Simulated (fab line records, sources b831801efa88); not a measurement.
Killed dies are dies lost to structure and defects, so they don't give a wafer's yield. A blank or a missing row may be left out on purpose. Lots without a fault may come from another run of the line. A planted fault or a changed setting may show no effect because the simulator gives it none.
A struck lot beside a sound one | flow gf180mcu | 15 steps out of a route of 602
Sound: wafers L793.1, L793.2, L793.6. Struck: wafers L806.3, L806.4, L806.5. The cause comes at the end.
At each step with rows: each side's tool, then ch and its chambers, then its first start. Under that, the readings that differ: sound wafers | struck wafers | difference of the means | sigmas: that difference in standard deviations of wafers without a fault.
alike: readings whose means differ by less than 2 such deviations, and words and numbers that are the same on both sides. not compared: withheld readings, readings that some wafer has no value for, bounds like >300 that may hide the same value, and numbers for which the record gives no deviation and whose values overlap.
The two part at a step that has a row with sigmas, a row that says differs or no value, or rows on one side only. Numbers that don't overlap but have no deviation are shown without sigmas and don't part them. A reading that every wafer of one side lacks parts them only if that side has two wafers or more.

GF_M4_SPUTTER_04: material TiN, target thk 50 nm, time 41.7 s.
  sound on pvd_sputter-04, day 25 02:53; struck on pvd_sputter-04, day 28 19:12
  alike: cathode_dc_power_W, throttle_valve_pct
GF_M4_RS_MEAS_05: measures by four-point-probe.
  sound on film_metro-02, day 25 02:56; struck on film_metro-03, day 28 19:17
  alike: M4_ALCU_RS
GF_M4_THK_MEAS_06: measures by xrf.
  sound on film_metro-02, day 25 03:03; struck on film_metro-03, day 28 19:23
  alike: M4_ALCU_THK
then, 7 steps without rows for these wafers: GF_M4_DEHYDRATE_07 (time 60 s); GF_M4_HMDS_08 (prime time 60 s); GF_M4_COAT_09 (resist thk 1000 nm); GF_M4_SOFTBAKE_10 (time 60 s); GF_M4_EXPOSE_11 (exposes mask Metal4, target cd 280 nm); GF_M4_PEB_12 (peb time 90 s); GF_M4_DEVELOP_13 (develop time 60 s).
GF_M4_CD_MEAS_14: target cd 280 nm.
  sound on cd_sem-01, day 25 23:30; struck on cd_sem-01, day 29 14:05
  alike: cd_nm
GF_M4_OVL_MEAS_15:
  sound on overlay-02, day 25 23:37; struck on overlay-01, day 29 14:11
  reading     | sound   | struck  | difference | sigmas
  M4_OVL (nm) | 5 -4 -6 | 7 19 10 | +14        | +2
GF_M4_METAL_ETCH_16: etches the open film in Cl2/BCl3, stops on SiO2, target depth 627.5 nm, time 104.6 s.
  sound on rie_metal-04 ch 0,1, day 25 23:40; struck on rie_metal-01 ch 0,1, day 29 14:14
  no value came back on the struck wafers for any of 5 readings (bcl3_flow_sccm (sccm), bias_w (W) and others); on the sound wafers bcl3_flow_sccm (sccm) reads 40.00 40.11 40.07
  reading                             | sound           | struck          | difference | sigmas
  model.KrF_of_M4_COAT_09.thk_nm (nm) | 733.2 730.5 732 | 986.8 988 987.3 | +255.5     |
  not compared: rf_hours_counter_h
GF_M4_STRIP_17: strips in O2/N2.
  sound on plasma_asher-03 ch 0,1, day 25 23:46; struck on plasma_asher-04 ch 0,1, day 29 14:21
  reading                      | sound             | struck            | difference | sigmas
  oes_product_au (a.u.)        | 0.554 0.550 0.556 | 0.652 0.658 0.653 | +0.101     | +20
  strip_time_to_endpoint_s (s) | 7.86 7.85 7.86    | 10.22 10.24 10.23 | +2.37      | +61
  alike: drypump_motor_current_A, heater_power_w
  not compared: rf_hours_counter_h
then, 1 step without rows for these wafers: GF_M4_STRIP_18 (strips in post etch residue remover, time 1200 s).

WHERE THEY PART
First at GF_M4_OVL_MEAS_15; last, within this record, at GF_M4_STRIP_17.

WHY: what the simulator had put in
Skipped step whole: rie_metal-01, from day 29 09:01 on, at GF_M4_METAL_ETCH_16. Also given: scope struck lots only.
